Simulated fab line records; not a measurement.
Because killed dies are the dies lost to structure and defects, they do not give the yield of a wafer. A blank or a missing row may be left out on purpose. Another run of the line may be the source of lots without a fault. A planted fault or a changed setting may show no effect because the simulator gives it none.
fab line records / flow sky130
[record] lots = 13 wafers = 39 last-day = 50
route steps=708 shown LI_CONTACT@375 LOCAL_INTERCONNECT@397 CONTACT@410 PAD_OPEN@708
lots that met no fault: from a run of the same line without faults
start-h: hours from the record's first day to the start of the lot's first wafer shown / wait-h: time in hours since the lot's previous step / " same as the row above / L1.1+2: a row that stands for several wafers / - value missing, or start not given / * or withheld: withheld / < > ~ a bound
route shown NAME@n: names a module that has steps shown in the file, with the first one's number in the route / usual: mean and standard deviation over wafers with no fault / same: alike in all rows / chamber/n: place in a boat / sites: the reading at each site / _std_site: standard deviation across them / _edge_site: the outer-site mean with the inner-site mean subtracted / radius-mm: for every site, how far away it sits from the centre of the wafer / mask NAME#n: copy n / behind: the most recent tool/chamber to have shaped the wafer / hold: what put the lot on hold/how long, in hours/how the hold closed / device: transistor that didn't switch, given as n, p or np / end of line: the same wafers' tests at the end of the route / a step with no rows: only its recipe / killed: dies that structure and defects cost at the first sort, which is not the same as the wafer's yield / map: per-die view of a wafer (x killed, . not killed, _ where there is no die)
set.NAME: the setting that was run; set.NAME@STEP: the one run at that earlier step / model.NAME: the simulator's own value behind a step, which no gauge read
steps of the route over a sample of lots; a table a step, a row a wafer
services: from which hour (start-h, from the record's first day; less than 0 if before it) a tool's chamber was out of use, for how many hours, and why
[[steps]]
[step SKY_LI_CONTACT_OVL_MEAS_13]
[usual] LI_CONTACT_OVL = -3/5.1
lot.wafer=L157.4 tool=overlay-01 chamber=- start-h=693.11 wait-h=0.1 LI_CONTACT_OVL[nm]=-3
lot.wafer=L157.5 tool=overlay-01 chamber=- start-h=693.11 wait-h=0.1 LI_CONTACT_OVL[nm]=-4
lot.wafer=L157.6 tool=overlay-01 chamber=- start-h=693.11 wait-h=0.1 LI_CONTACT_OVL[nm]=-2
lot.wafer=L156.2 tool=overlay-02 chamber=- start-h=695.27 wait-h=0.1 LI_CONTACT_OVL[nm]=4
lot.wafer=L156.3 tool=overlay-02 chamber=- start-h=695.27 wait-h=0.1 LI_CONTACT_OVL[nm]=8
lot.wafer=L156.4 tool=overlay-02 chamber=- start-h=695.27 wait-h=0.1 LI_CONTACT_OVL[nm]=7
lot.wafer=L158.1 tool=overlay-01 chamber=- start-h=705.50 wait-h=0.1 LI_CONTACT_OVL[nm]=1
lot.wafer=L158.2 tool=overlay-01 chamber=- start-h=705.50 wait-h=0.1 LI_CONTACT_OVL[nm]=-3
lot.wafer=L158.4 tool=overlay-01 chamber=- start-h=705.50 wait-h=0.1 LI_CONTACT_OVL[nm]=-11
lot.wafer=L162.1 tool=overlay-01 chamber=- start-h=732.65 wait-h=0.1 LI_CONTACT_OVL[nm]=-11
lot.wafer=L162.3 tool=overlay-01 chamber=- start-h=732.65 wait-h=0.1 LI_CONTACT_OVL[nm]=-3
lot.wafer=L162.6 tool=overlay-01 chamber=- start-h=732.65 wait-h=0.1 LI_CONTACT_OVL[nm]=-10
lot.wafer=L163.4 tool=overlay-01 chamber=- start-h=735.97 wait-h=0.1 LI_CONTACT_OVL[nm]=-7
lot.wafer=L163.5 tool=overlay-01 chamber=- start-h=735.97 wait-h=0.1 LI_CONTACT_OVL[nm]=-3
lot.wafer=L163.6 tool=overlay-01 chamber=- start-h=735.97 wait-h=0.1 LI_CONTACT_OVL[nm]=-8
lot.wafer=L164.4 tool=overlay-02 chamber=- start-h=744.66 wait-h=0.1 LI_CONTACT_OVL[nm]=-12
lot.wafer=L164.5 tool=overlay-02 chamber=- start-h=744.66 wait-h=0.1 LI_CONTACT_OVL[nm]=-7
lot.wafer=L164.6 tool=overlay-02 chamber=- start-h=744.66 wait-h=0.1 LI_CONTACT_OVL[nm]=-2
lot.wafer=L167.1 tool=overlay-01 chamber=- start-h=768.09 wait-h=0.1 LI_CONTACT_OVL[nm]=4
lot.wafer=L167.2 tool=overlay-01 chamber=- start-h=768.09 wait-h=0.1 LI_CONTACT_OVL[nm]=-4
lot.wafer=L167.5 tool=overlay-01 chamber=- start-h=768.09 wait-h=0.1 LI_CONTACT_OVL[nm]=3
lot.wafer=L168.1 tool=overlay-01 chamber=- start-h=774.95 wait-h=0.1 LI_CONTACT_OVL[nm]=5
lot.wafer=L168.2 tool=overlay-01 chamber=- start-h=774.95 wait-h=0.1 LI_CONTACT_OVL[nm]=4
lot.wafer=L168.5 tool=overlay-01 chamber=- start-h=774.95 wait-h=0.1 LI_CONTACT_OVL[nm]=-9
lot.wafer=L175.1 tool=overlay-02 chamber=- start-h=820.09 wait-h=0.1 LI_CONTACT_OVL[nm]=4
lot.wafer=L175.4 tool=overlay-02 chamber=- start-h=820.09 wait-h=0.1 LI_CONTACT_OVL[nm]=-4
lot.wafer=L175.6 tool=overlay-02 chamber=- start-h=820.09 wait-h=0.1 LI_CONTACT_OVL[nm]=-4
lot.wafer=L176.1 tool=overlay-01 chamber=- start-h=830.20 wait-h=0.1 LI_CONTACT_OVL[nm]=-4
lot.wafer=L176.3 tool=overlay-01 chamber=- start-h=830.20 wait-h=0.1 LI_CONTACT_OVL[nm]=-4
lot.wafer=L176.4 tool=overlay-01 chamber=- start-h=830.20 wait-h=0.1 LI_CONTACT_OVL[nm]=-6
lot.wafer=L177.1 tool=overlay-01 chamber=- start-h=846.09 wait-h=0.1 LI_CONTACT_OVL[nm]=-6
lot.wafer=L177.3 tool=overlay-01 chamber=- start-h=846.09 wait-h=0.1 LI_CONTACT_OVL[nm]=0
lot.wafer=L177.6 tool=overlay-01 chamber=- start-h=846.09 wait-h=0.1 LI_CONTACT_OVL[nm]=0
lot.wafer=L178.1 tool=overlay-01 chamber=- start-h=853.66 wait-h=0.1 LI_CONTACT_OVL[nm]=-2
lot.wafer=L178.2 tool=overlay-01 chamber=- start-h=853.66 wait-h=0.1 LI_CONTACT_OVL[nm]=-5
lot.wafer=L178.3 tool=overlay-01 chamber=- start-h=853.66 wait-h=0.1 LI_CONTACT_OVL[nm]=2
lot.wafer=L179.3 tool=overlay-02 chamber=- start-h=864.65 wait-h=0.1 LI_CONTACT_OVL[nm]=3
lot.wafer=L179.4 tool=overlay-02 chamber=- start-h=864.65 wait-h=0.1 LI_CONTACT_OVL[nm]=1
lot.wafer=L179.6 tool=overlay-02 chamber=- start-h=864.65 wait-h=0.1 LI_CONTACT_OVL[nm]=-2
[step SKY_LI_CONTACT_STRIP_16]
[recipe] chemistry = O2/N2 power-w = 1400 pressure-mtorr = 1500 platen-temp-c = withheld o2-flow-sccm = 3000 n2-flow-sccm = 300 overash-fraction = 0.5
[usual] drypump-motor-current-A = 5.67/0.17 o2-flow-sccm = 3000/9.1 oes-product-au = 0.375/0.0049 strip-time-to-endpoint-s = 3.483/0.027
lot.wafer=L157.4 tool=plasma-asher-04 chamber=1 start-h=693.28 wait-h=- drypump-motor-current-A=5.85 o2-flow-sccm=2995 oes-product-au=0.375 rf-hours-counter-h=- strip-time-to-endpoint-s=3.520
lot.wafer=L157.5 tool=plasma-asher-04 chamber=1 start-h=693.28 wait-h=- drypump-motor-current-A=5.87 o2-flow-sccm=3005 oes-product-au=0.363 rf-hours-counter-h=- strip-time-to-endpoint-s=3.486
lot.wafer=L157.6 tool=plasma-asher-04 chamber=0 start-h=693.28 wait-h=- drypump-motor-current-A=5.75 o2-flow-sccm=2999 oes-product-au=0.373 rf-hours-counter-h=- strip-time-to-endpoint-s=3.477
lot.wafer=L156.2 tool=plasma-asher-03 chamber=0 start-h=695.43 wait-h=- drypump-motor-current-A=5.81 o2-flow-sccm=2995 oes-product-au=0.371 rf-hours-counter-h=101 strip-time-to-endpoint-s=3.458
lot.wafer=L156.3 tool=plasma-asher-03 chamber=0 start-h=695.43 wait-h=- drypump-motor-current-A=5.81 o2-flow-sccm=2999 oes-product-au=0.375 rf-hours-counter-h=- strip-time-to-endpoint-s=3.465
lot.wafer=L156.4 tool=plasma-asher-03 chamber=1 start-h=695.43 wait-h=- drypump-motor-current-A=5.43 o2-flow-sccm=3006 oes-product-au=0.376 rf-hours-counter-h=- strip-time-to-endpoint-s=3.510
lot.wafer=L158.1 tool=plasma-asher-01 chamber=1 start-h=705.67 wait-h=- drypump-motor-current-A=5.72 o2-flow-sccm=2994 oes-product-au=0.378 rf-hours-counter-h=26 strip-time-to-endpoint-s=3.444
lot.wafer=L158.2 tool=plasma-asher-01 chamber=0 start-h=705.67 wait-h=- drypump-motor-current-A=5.50 o2-flow-sccm=3000 oes-product-au=0.373 rf-hours-counter-h=26 strip-time-to-endpoint-s=3.402
lot.wafer=L158.4 tool=plasma-asher-01 chamber=1 start-h=705.67 wait-h=- drypump-motor-current-A=5.73 o2-flow-sccm=3011 oes-product-au=0.375 rf-hours-counter-h=- strip-time-to-endpoint-s=3.425
lot.wafer=L162.1 tool=plasma-asher-04 chamber=1 start-h=732.82 wait-h=- drypump-motor-current-A=5.86 o2-flow-sccm=2995 oes-product-au=0.374 rf-hours-counter-h=89 strip-time-to-endpoint-s=3.469
lot.wafer=L162.3 tool=plasma-asher-04 chamber=1 start-h=732.82 wait-h=- drypump-motor-current-A=5.85 o2-flow-sccm=3016 oes-product-au=0.376 rf-hours-counter-h=- strip-time-to-endpoint-s=3.466
lot.wafer=L162.6 tool=plasma-asher-04 chamber=1 start-h=732.82 wait-h=- drypump-motor-current-A=5.84 o2-flow-sccm=2996 oes-product-au=0.371 rf-hours-counter-h=- strip-time-to-endpoint-s=3.486
lot.wafer=L163.4 tool=plasma-asher-01 chamber=1 start-h=736.15 wait-h=- drypump-motor-current-A=5.72 o2-flow-sccm=3007 oes-product-au=0.379 rf-hours-counter-h=- strip-time-to-endpoint-s=3.490
lot.wafer=L163.5 tool=plasma-asher-01 chamber=0 start-h=736.15 wait-h=- drypump-motor-current-A=5.48 o2-flow-sccm=3017 oes-product-au=0.369 rf-hours-counter-h=- strip-time-to-endpoint-s=3.497
lot.wafer=L163.6 tool=plasma-asher-01 chamber=1 start-h=736.15 wait-h=- drypump-motor-current-A=5.75 o2-flow-sccm=2991 oes-product-au=0.371 rf-hours-counter-h=- strip-time-to-endpoint-s=3.463
lot.wafer=L164.4 tool=plasma-asher-04 chamber=0 start-h=744.84 wait-h=- drypump-motor-current-A=5.74 o2-flow-sccm=3007 oes-product-au=0.377 rf-hours-counter-h=- strip-time-to-endpoint-s=3.484
lot.wafer=L164.5 tool=plasma-asher-04 chamber=1 start-h=744.84 wait-h=- drypump-motor-current-A=5.84 o2-flow-sccm=2985 oes-product-au=0.378 rf-hours-counter-h=- strip-time-to-endpoint-s=3.450
lot.wafer=L164.6 tool=plasma-asher-04 chamber=0 start-h=744.84 wait-h=- drypump-motor-current-A=5.75 o2-flow-sccm=3000 oes-product-au=0.377 rf-hours-counter-h=- strip-time-to-endpoint-s=3.473
lot.wafer=L167.1 tool=plasma-asher-01 chamber=1 start-h=768.25 wait-h=- drypump-motor-current-A=5.73 o2-flow-sccm=3004 oes-product-au=0.375 rf-hours-counter-h=33 strip-time-to-endpoint-s=3.519
lot.wafer=L167.2 tool=plasma-asher-01 chamber=0 start-h=768.25 wait-h=- drypump-motor-current-A=5.50 o2-flow-sccm=2986 oes-product-au=0.383 rf-hours-counter-h=33 strip-time-to-endpoint-s=3.464
lot.wafer=L167.5 tool=plasma-asher-01 chamber=1 start-h=768.25 wait-h=- drypump-motor-current-A=5.74 o2-flow-sccm=3005 oes-product-au=0.380 rf-hours-counter-h=- strip-time-to-endpoint-s=3.468
lot.wafer=L168.1 tool=plasma-asher-01 chamber=1 start-h=775.12 wait-h=- drypump-motor-current-A=5.75 o2-flow-sccm=2998 oes-product-au=0.371 rf-hours-counter-h=33 strip-time-to-endpoint-s=3.497
lot.wafer=L168.2 tool=plasma-asher-01 chamber=0 start-h=775.12 wait-h=- drypump-motor-current-A=5.49 o2-flow-sccm=2998 oes-product-au=0.371 rf-hours-counter-h=33 strip-time-to-endpoint-s=3.507
lot.wafer=L168.5 tool=plasma-asher-01 chamber=0 start-h=775.12 wait-h=- drypump-motor-current-A=5.49 o2-flow-sccm=2998 oes-product-au=0.385 rf-hours-counter-h=- strip-time-to-endpoint-s=3.501
lot.wafer=L175.1 tool=plasma-asher-03 chamber=1 start-h=820.25 wait-h=- drypump-motor-current-A=5.42 o2-flow-sccm=3010 oes-product-au=0.368 rf-hours-counter-h=7 strip-time-to-endpoint-s=3.452
lot.wafer=L175.4 tool=plasma-asher-03 chamber=1 start-h=820.25 wait-h=- drypump-motor-current-A=5.39 o2-flow-sccm=3000 oes-product-au=0.386 rf-hours-counter-h=- strip-time-to-endpoint-s=3.492
lot.wafer=L175.6 tool=plasma-asher-03 chamber=1 start-h=820.25 wait-h=- drypump-motor-current-A=5.39 o2-flow-sccm=3012 oes-product-au=0.377 rf-hours-counter-h=- strip-time-to-endpoint-s=3.436
lot.wafer=L176.1 tool=plasma-asher-04 chamber=0 start-h=830.37 wait-h=- drypump-motor-current-A=5.74 o2-flow-sccm=3006 oes-product-au=0.375 rf-hours-counter-h=99 strip-time-to-endpoint-s=3.455
lot.wafer=L176.3 tool=plasma-asher-04 chamber=1 start-h=830.37 wait-h=- drypump-motor-current-A=5.85 o2-flow-sccm=3013 oes-product-au=0.372 rf-hours-counter-h=- strip-time-to-endpoint-s=3.468
lot.wafer=L176.4 tool=plasma-asher-04 chamber=0 start-h=830.37 wait-h=- drypump-motor-current-A=5.75 o2-flow-sccm=3013 oes-product-au=0.377 rf-hours-counter-h=- strip-time-to-endpoint-s=3.510
lot.wafer=L177.1 tool=plasma-asher-03 chamber=0 start-h=846.26 wait-h=- drypump-motor-current-A=5.80 o2-flow-sccm=2987 oes-product-au=0.370 rf-hours-counter-h=10 strip-time-to-endpoint-s=3.479
lot.wafer=L177.3 tool=plasma-asher-03 chamber=1 start-h=846.26 wait-h=- drypump-motor-current-A=5.39 o2-flow-sccm=2996 oes-product-au=0.377 rf-hours-counter-h=- strip-time-to-endpoint-s=3.502
lot.wafer=L177.6 tool=plasma-asher-03 chamber=0 start-h=846.26 wait-h=- drypump-motor-current-A=5.82 o2-flow-sccm=2981 oes-product-au=0.386 rf-hours-counter-h=- strip-time-to-endpoint-s=3.484
lot.wafer=L178.1 tool=plasma-asher-01 chamber=0 start-h=853.82 wait-h=- drypump-motor-current-A=5.51 o2-flow-sccm=3014 oes-product-au=0.378 rf-hours-counter-h=42 strip-time-to-endpoint-s=3.458
lot.wafer=L178.2 tool=plasma-asher-01 chamber=1 start-h=853.82 wait-h=- drypump-motor-current-A=5.74 o2-flow-sccm=3013 oes-product-au=0.369 rf-hours-counter-h=42 strip-time-to-endpoint-s=3.491
lot.wafer=L178.3 tool=plasma-asher-01 chamber=1 start-h=853.82 wait-h=- drypump-motor-current-A=5.72 o2-flow-sccm=2998 oes-product-au=0.365 rf-hours-counter-h=- strip-time-to-endpoint-s=3.438
lot.wafer=L179.3 tool=plasma-asher-01 chamber=1 start-h=864.84 wait-h=- drypump-motor-current-A=5.72 o2-flow-sccm=2995 oes-product-au=0.380 rf-hours-counter-h=- strip-time-to-endpoint-s=3.457
lot.wafer=L179.4 tool=plasma-asher-01 chamber=0 start-h=864.84 wait-h=- drypump-motor-current-A=5.51 o2-flow-sccm=2988 oes-product-au=0.379 rf-hours-counter-h=- strip-time-to-endpoint-s=3.462
lot.wafer=L179.6 tool=plasma-asher-01 chamber=1 start-h=864.84 wait-h=- drypump-motor-current-A=5.75 o2-flow-sccm=3000 oes-product-au=0.381 rf-hours-counter-h=- strip-time-to-endpoint-s=3.458
[step SKY_LOCAL_INTERCONNECT_DEVELOP_10]
[recipe] develop-time-s = 60 resist = KrF-thick dev-temp-c = 21
[usual] developer-temp-C = 21.04/0.097
lot.wafer=L157.4 tool=litho-track-04 chamber=0 start-h=721 wait-h=- developer-temp-C=20.96
lot.wafer=L157.5 tool=litho-track-04 chamber=0 start-h=721 wait-h=- developer-temp-C=21.01
lot.wafer=L157.6 tool=litho-track-04 chamber=0 start-h=721 wait-h=- developer-temp-C=21.18
lot.wafer=L156.2 tool=litho-track-04 chamber=0 start-h=724 wait-h=- developer-temp-C=21.21
lot.wafer=L156.3 tool=litho-track-04 chamber=0 start-h=724 wait-h=- developer-temp-C=21.10
lot.wafer=L156.4 tool=litho-track-04 chamber=0 start-h=724 wait-h=- developer-temp-C=21.12
lot.wafer=L158.1 tool=litho-track-04 chamber=0 start-h=734 wait-h=- developer-temp-C=20.97
lot.wafer=L158.2 tool=litho-track-04 chamber=0 start-h=734 wait-h=- developer-temp-C=20.93
lot.wafer=L158.4 tool=litho-track-04 chamber=0 start-h=734 wait-h=- developer-temp-C=20.97
lot.wafer=L162.1 tool=litho-track-04 chamber=0 start-h=761 wait-h=- developer-temp-C=21.00
lot.wafer=L162.3 tool=litho-track-04 chamber=0 start-h=762 wait-h=- developer-temp-C=21.07
lot.wafer=L162.6 tool=litho-track-04 chamber=0 start-h=762 wait-h=- developer-temp-C=21.12
lot.wafer=L163.4 tool=litho-track-04 chamber=0 start-h=764 wait-h=- developer-temp-C=20.96
lot.wafer=L163.5 tool=litho-track-04 chamber=0 start-h=764 wait-h=- developer-temp-C=20.96
lot.wafer=L163.6 tool=litho-track-04 chamber=0 start-h=764 wait-h=- developer-temp-C=21.01
lot.wafer=L164.4 tool=litho-track-02 chamber=0 start-h=773 wait-h=- developer-temp-C=21.14
lot.wafer=L164.5 tool=litho-track-02 chamber=0 start-h=773 wait-h=- developer-temp-C=21.04
lot.wafer=L164.6 tool=litho-track-02 chamber=0 start-h=773 wait-h=- developer-temp-C=21.14
lot.wafer=L167.1 tool=litho-track-02 chamber=0 start-h=796 wait-h=- developer-temp-C=23.18
lot.wafer=L167.2 tool=litho-track-02 chamber=0 start-h=796 wait-h=- developer-temp-C=23.22
lot.wafer=L167.5 tool=litho-track-02 chamber=0 start-h=796 wait-h=- developer-temp-C=23.16
lot.wafer=L168.1 tool=litho-track-02 chamber=0 start-h=802 wait-h=- developer-temp-C=23.23
lot.wafer=L168.2 tool=litho-track-02 chamber=0 start-h=802 wait-h=- developer-temp-C=22.99
lot.wafer=L168.5 tool=litho-track-02 chamber=0 start-h=802 wait-h=- developer-temp-C=23.00
lot.wafer=L175.1 tool=litho-track-04 chamber=0 start-h=847 wait-h=- developer-temp-C=21.22
lot.wafer=L175.4 tool=litho-track-04 chamber=0 start-h=847 wait-h=- developer-temp-C=21.06
lot.wafer=L175.6 tool=litho-track-04 chamber=0 start-h=847 wait-h=- developer-temp-C=21.03
lot.wafer=L176.1 tool=litho-track-02 chamber=0 start-h=857 wait-h=- developer-temp-C=21.08
lot.wafer=L176.3 tool=litho-track-02 chamber=0 start-h=857 wait-h=- developer-temp-C=21.20
lot.wafer=L176.4 tool=litho-track-02 chamber=0 start-h=857 wait-h=- developer-temp-C=21.14
lot.wafer=L177.1 tool=litho-track-02 chamber=0 start-h=873 wait-h=- developer-temp-C=21.25
lot.wafer=L177.3 tool=litho-track-02 chamber=0 start-h=873 wait-h=- developer-temp-C=21.16
lot.wafer=L177.6 tool=litho-track-02 chamber=0 start-h=873 wait-h=- developer-temp-C=21.14
lot.wafer=L178.1 tool=litho-track-02 chamber=0 start-h=881 wait-h=- developer-temp-C=20.87
lot.wafer=L178.2 tool=litho-track-02 chamber=0 start-h=881 wait-h=- developer-temp-C=21.12
lot.wafer=L178.3 tool=litho-track-02 chamber=0 start-h=881 wait-h=- developer-temp-C=20.91
lot.wafer=L179.3 tool=litho-track-02 chamber=0 start-h=892 wait-h=- developer-temp-C=20.91
lot.wafer=L179.4 tool=litho-track-02 chamber=0 start-h=892 wait-h=- developer-temp-C=20.91
lot.wafer=L179.6 tool=litho-track-02 chamber=0 start-h=892 wait-h=- developer-temp-C=21.10
[step SKY_CONTACT_CMP_04]
[recipe] material = SiO2 down-force-psi = 4 platen-rpm = 60 pad-velocity-m-s = 0.94248
[usual] motor-current-A = 12.3/1.1 time-to-endpoint-s = 83/3.2
lot.wafer=L157.4 tool=cmp-01 chamber=0 start-h=723.28 wait-h=0.2 motor-current-A=12.4 time-to-endpoint-s=86
lot.wafer=L157.5 tool=cmp-01 chamber=1 start-h=723.28 wait-h=0.2 motor-current-A=12.3 time-to-endpoint-s=91
lot.wafer=L157.6 tool=cmp-01 chamber=2 start-h=723.28 wait-h=0.2 motor-current-A=11.7 time-to-endpoint-s=91
lot.wafer=L156.4 tool=cmp-02 chamber=2 start-h=725.86 wait-h=0.0 motor-current-A=13.6 time-to-endpoint-s=79
lot.wafer=L156.2 tool=cmp-02 chamber=3 start-h=725.86 wait-h=0.0 motor-current-A=12.2 time-to-endpoint-s=84
lot.wafer=L156.3 tool=cmp-02 chamber=1 start-h=725.86 wait-h=0.0 motor-current-A=14.0 time-to-endpoint-s=80
lot.wafer=L158.4 tool=cmp-01 chamber=0 start-h=735.76 wait-h=0.0 motor-current-A=11.9 time-to-endpoint-s=79
lot.wafer=L158.2 tool=cmp-01 chamber=1 start-h=735.76 wait-h=0.0 motor-current-A=12.5 time-to-endpoint-s=84
lot.wafer=L158.1 tool=cmp-01 chamber=2 start-h=735.76 wait-h=0.0 motor-current-A=10.8 time-to-endpoint-s=88
lot.wafer=L162.1 tool=cmp-01 chamber=2 start-h=763.27 wait-h=0.1 motor-current-A=11.7 time-to-endpoint-s=80
lot.wafer=L162.3 tool=cmp-01 chamber=0 start-h=763.27 wait-h=0.1 motor-current-A=12.1 time-to-endpoint-s=85
lot.wafer=L162.6 tool=cmp-01 chamber=3 start-h=763.27 wait-h=0.1 motor-current-A=12.6 time-to-endpoint-s=82
lot.wafer=L163.4 tool=cmp-02 chamber=2 start-h=765.55 wait-h=0.0 motor-current-A=14.0 time-to-endpoint-s=80
lot.wafer=L163.6 tool=cmp-02 chamber=2 start-h=765.55 wait-h=0.0 motor-current-A=13.6 time-to-endpoint-s=77
lot.wafer=L163.5 tool=cmp-02 chamber=3 start-h=765.55 wait-h=0.0 motor-current-A=11.1 time-to-endpoint-s=85
lot.wafer=L164.4 tool=cmp-02 chamber=3 start-h=774.75 wait-h=0.1 motor-current-A=11.9 time-to-endpoint-s=83
lot.wafer=L164.5 tool=cmp-02 chamber=2 start-h=774.75 wait-h=0.1 motor-current-A=14.3 time-to-endpoint-s=82
lot.wafer=L164.6 tool=cmp-02 chamber=3 start-h=774.75 wait-h=0.1 motor-current-A=12.1 time-to-endpoint-s=80
lot.wafer=L167.1 tool=cmp-01 chamber=3 start-h=797.74 wait-h=0.1 motor-current-A=11.8 time-to-endpoint-s=87
lot.wafer=L167.2 tool=cmp-01 chamber=0 start-h=797.74 wait-h=0.1 motor-current-A=11.6 time-to-endpoint-s=82
lot.wafer=L167.5 tool=cmp-01 chamber=2 start-h=797.74 wait-h=0.1 motor-current-A=12.0 time-to-endpoint-s=86
lot.wafer=L168.2 tool=cmp-02 chamber=2 start-h=803.79 wait-h=0.1 motor-current-A=12.6 time-to-endpoint-s=81
lot.wafer=L168.1 tool=cmp-02 chamber=3 start-h=803.79 wait-h=0.1 motor-current-A=12.2 time-to-endpoint-s=83
lot.wafer=L168.5 tool=cmp-02 chamber=2 start-h=803.79 wait-h=0.1 motor-current-A=13.0 time-to-endpoint-s=80
lot.wafer=L175.4 tool=cmp-02 chamber=0 start-h=849.32 wait-h=0.6 motor-current-A=10.7 time-to-endpoint-s=81
lot.wafer=L175.1 tool=cmp-02 chamber=2 start-h=849.32 wait-h=0.6 motor-current-A=12.6 time-to-endpoint-s=79
lot.wafer=L175.6 tool=cmp-02 chamber=1 start-h=849.32 wait-h=0.6 motor-current-A=14.9 time-to-endpoint-s=85
lot.wafer=L176.3 tool=cmp-01 chamber=3 start-h=858.82 wait-h=0.0 motor-current-A=12.5 time-to-endpoint-s=80
lot.wafer=L176.4 tool=cmp-01 chamber=0 start-h=858.82 wait-h=0.0 motor-current-A=12.1 time-to-endpoint-s=75
lot.wafer=L176.1 tool=cmp-01 chamber=1 start-h=858.82 wait-h=0.0 motor-current-A=12.0 time-to-endpoint-s=81
lot.wafer=L177.1 tool=cmp-01 chamber=1 start-h=875.20 wait-h=0.1 motor-current-A=12.3 time-to-endpoint-s=85
lot.wafer=L177.3 tool=cmp-01 chamber=2 start-h=875.20 wait-h=0.1 motor-current-A=11.2 time-to-endpoint-s=84
lot.wafer=L177.6 tool=cmp-01 chamber=0 start-h=875.20 wait-h=0.1 motor-current-A=12.5 time-to-endpoint-s=86
lot.wafer=L178.3 tool=cmp-02 chamber=1 start-h=882.55 wait-h=0.0 motor-current-A=14.6 time-to-endpoint-s=78
lot.wafer=L178.2 tool=cmp-02 chamber=3 start-h=882.55 wait-h=0.0 motor-current-A=12.1 time-to-endpoint-s=80
lot.wafer=L178.1 tool=cmp-02 chamber=0 start-h=882.55 wait-h=0.0 motor-current-A=10.2 time-to-endpoint-s=82
lot.wafer=L179.4 tool=cmp-01 chamber=3 start-h=893.77 wait-h=0.0 motor-current-A=12.3 time-to-endpoint-s=91
lot.wafer=L179.3 tool=cmp-01 chamber=2 start-h=893.77 wait-h=0.0 motor-current-A=11.6 time-to-endpoint-s=86
lot.wafer=L179.6 tool=cmp-01 chamber=3 start-h=893.77 wait-h=0.0 motor-current-A=12.8 time-to-endpoint-s=87
[step SKY_PAD_OPEN_PROBE_99]
[usual] killed_at_M0_to_M3 = 44/7 killed_at_M4_up = 3.4/1.7 killed-at-contacts = 24/4.9 killed-at-front-end = 15/4.5 killed-at-other = 0.4/0.61 killed-dies = 86/9.7 killed-open = 47/7.1 killed-short = 39/6.1
[same] gross-dies = 492 killed-at-back-side = 0
lot.wafer=L175.1 tool=prober-02 chamber=- start-h=1179.53 wait-h=0.1 killed_at_M0_to_M3=30 killed_at_M4_up=2 killed-at-contacts=23 killed-at-front-end=16 killed-at-other=0 killed-dies=71 killed-open=42 killed-short=28
lot.wafer=L175.4 tool=prober-02 chamber=- start-h=1179.68 wait-h=0.2 killed_at_M0_to_M3=43 killed_at_M4_up=4 killed-at-contacts=10 killed-at-front-end=9 killed-at-other=0 killed-dies=66 killed-open=32 killed-short=34
lot.wafer=L175.6 tool=prober-02 chamber=- start-h=1179.78 wait-h=0.2 killed_at_M0_to_M3=42 killed_at_M4_up=4 killed-at-contacts=22 killed-at-front-end=22 killed-at-other=0 killed-dies=90 killed-open=41 killed-short=48
// killed by level:class
L175.1 CONTACT:geometric-particle:open=12 VIA2:geometric-particle:open=10 FIELD_ISO:geometric-particle:open=4 FIELD_ISO:geometric-particle:short=4 METAL1:geometric-particle:short=4 CONTACT:geometric-particle:short=4 VIA1:geometric-particle:open=4 VIA3:geometric-particle:short=4
L175.4 CONTACT:geometric-particle:open=7 METAL1:geometric-particle:short=7 VIA2:geometric-particle:open=7 VIA1:geometric-particle:open=6 FIELD_ISO:geometric-particle:short=5 VIA1:geometric-particle:short=4 VIA2:geometric-particle:short=4 METAL3:geometric-particle:short=4
L175.6 FIELD_ISO:geometric-particle:short=11 CONTACT:geometric-particle:open=9 VIA1:geometric-particle:open=9 METAL1:geometric-particle:short=7 METAL2:geometric-particle:short=6 VIA2:geometric-particle:open=6 POLY_GATE:geometric-particle:short=5 LOCAL_INTERCONNECT:geometric-particle:short=4
[[services]]
tool=cmp-01 chamber=- start-h=673.88 hours=2.6 kind=repair
tool=cmp-02 chamber=- start-h=685.62 hours=4.6 kind=pm
tool=cmp-02 chamber=- start-h=690.23 hours=15.8 kind=pm
tool=cmp-02 chamber=- start-h=706.75 hours=5.2 kind=repair
tool=cmp-02 chamber=- start-h=707.29 hours=1.0 kind=repair
tool=cmp-01 chamber=- start-h=712.02 hours=1.1 kind=repair
tool=cmp-02 chamber=- start-h=712.35 hours=2.3 kind=repair
tool=plasma-asher-03 chamber=- start-h=733.75 hours=9.0 kind=pm
tool=cmp-02 chamber=- start-h=744.00 hours=4.0 kind=pm
tool=cmp-02 chamber=- start-h=748.00 hours=- kind=consumable-replace:conditioner
tool=cmp-02 chamber=- start-h=748.00 hours=- kind=consumable-replace:pad
tool=plasma-asher-03 chamber=- start-h=757.34 hours=8.9 kind=repair
tool=cmp-01 chamber=- start-h=764.36 hours=0.8 kind=repair
tool=plasma-asher-04 chamber=- start-h=779.63 hours=7.0 kind=repair
tool=cmp-01 chamber=- start-h=784.77 hours=2.9 kind=repair
tool=cmp-02 chamber=- start-h=787.81 hours=5.6 kind=pm
tool=plasma-asher-03 chamber=- start-h=789.64 hours=2.8 kind=pm
tool=cmp-01 chamber=- start-h=814.40 hours=0.8 kind=repair
tool=cmp-01 chamber=- start-h=826.95 hours=4.8 kind=pm
tool=cmp-02 chamber=- start-h=836.85 hours=0.8 kind=repair
tool=cmp-02 chamber=- start-h=846.64 hours=2.4 kind=repair
tool=cmp-01 chamber=- start-h=848.47 hours=1.1 kind=repair
tool=plasma-asher-04 chamber=- start-h=860.76 hours=4.6 kind=repair
tool=cmp-01 chamber=- start-h=892.82 hours=0.4 kind=repair
[[key]]
[first-sign] step = SKY_LOCAL_INTERCONNECT_DEVELOP_10 reading = developer-temp-C direction = up sigmas = 21 usual = * struck = *
effect none on later readings
met-at SKY_LOCAL_INTERCONNECT_DEVELOP_10
struck-lots L167,L168
tester-left-out L167,L168
not-acting-at SKY_LI_CONTACT_OVL_MEAS_13,SKY_LI_CONTACT_STRIP_16,SKY_CONTACT_CMP_04
onset-between 773 796
[fault] kind = process-parameter-drift tool = litho-track-02 chamber = - onset-h = 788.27 steps = SKY_LOCAL_INTERCONNECT_DEVELOP_10 channel = dev-temp-c offset = * shape = step end-h = 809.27 acts-in = * stated = *
// tester-left-out: of these lots the tester's yield and bins aren't shown, on N5 and GAA mostly nor the transistor test; their killed dies are dies lost to structure and defects alone, not to doping, threshold or leakage, so they don't give the yield
